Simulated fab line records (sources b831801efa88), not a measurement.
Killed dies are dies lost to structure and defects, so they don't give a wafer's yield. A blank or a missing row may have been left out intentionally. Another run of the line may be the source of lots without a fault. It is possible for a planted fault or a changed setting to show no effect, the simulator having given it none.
Problem report, 8D (eight disciplines) form, completed by code ; flow sky130 ; the parts of the form that need people (team, actions taken, sign-off) are left out

## 1. WHAT WENT WRONG
Mean of killed_at_M0_to_M3 at SKY_PAD_OPEN_PROBE_99: 99 across 5 wafers in 2 lots; on wafers with no fault it is 43 (standard deviation 6.6). Measured from the usual mean, that is +8.5 standard deviations.
Seen first at day 50 09:55 on prober-01, wafer L382.3. At this step, 35 wafers from 12 lots have a number in the record. Rule for "out" (also "out of limits"): further than 4 standard deviations from the usual mean. The other wafers with a number count as sound.

## 2. WHAT IT IS; WHAT IT IS NOT
question;is;is not
which readings at this step;killed_at_M0_to_M3, sort_bin_3_pad_short;killed_at_M4_up, killed_at_contacts, killed_at_front_end, killed_short, sort_bin_6_memory
which lots;L382, L383;L364, L365, L366, L367, L368, L371, L372, L373, L374, L376
which wafers of those lots;all that have a number;-
read on which tools;prober-01, prober-02;-
when;from day 50 09:55;up to then (30 sound wafers)

## 3. SUSPECTS, AND WHAT RULES EACH OUT
Counting: a tool at a process step up to the reading stays a suspect if it ran every lot that is out and no sound lot after the first of them.
- hdpcvd-01 at SKY_VIA2_HDPCVD_00 (deposits SiO2, target thk 1180 nm, time 196.7 s): kept. Every lot that is out went through it, starting with L382 (day 41 04:42), and after that it ran no sound lot; the last sound lot it ran before then is L376 (day 41 00:41).
Remaining after the count: hdpcvd-01 at SKY_VIA2_HDPCVD_00.

## 4. THE CAUSE (what the simulator had put in)
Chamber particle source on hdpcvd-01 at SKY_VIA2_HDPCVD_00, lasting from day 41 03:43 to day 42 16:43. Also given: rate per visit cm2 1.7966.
Counting left only this tool.

## 5. THE EFFECT CHAIN, in route order
Each row: a reading where the mean over the struck wafers with a number is more than 3 standard deviations away from the usual. Only readings whose record carries a usual standard deviation are examined. hours: median over the lots of the time between each lot's start at the first step of this table that gives one and its start at this step. sigmas: the change, counted in usual standard deviations.
hours;step;reading;usual;on struck wafers;change;sigmas
0;SKY_PAD_OPEN_PROBE_99;defect_limited_yield;82.5 %;72.7;-9.8;-5.5
0;SKY_PAD_OPEN_PROBE_99;killed_at_M0_to_M3;43;99;+56;+8.5
0;SKY_PAD_OPEN_PROBE_99;killed_dies;86;134;+48;+5.5
0;SKY_PAD_OPEN_PROBE_99;sort_bin_3_pad_short;0.8 %;4.1;+3.3;+7.9
0;SKY_PAD_OPEN_PROBE_99;sort_bin_5_function;10.4 %;16.4;+6.0;+4.3
0;SKY_PAD_OPEN_PROBE_99;sort_n_pass;406;358;-48;-5.5
0;SKY_PAD_OPEN_PROBE_99;sort_yield_pct;82.5 %;72.7;-9.8;-5.5
Here are the process steps it includes:
- SKY_PAD_OPEN_PROBE_99

## 6. WHAT WOULD HAVE CAUGHT IT SOONER
First out-of-limits reading in this record: day 50 09:55, which is 222 hours after fault onset at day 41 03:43.
Lots out: 2; all had begun SKY_VIA2_HDPCVD_00 on hdpcvd-01 by day 50 09:55. Had the tool been put on hold then, not one of them would have been saved.
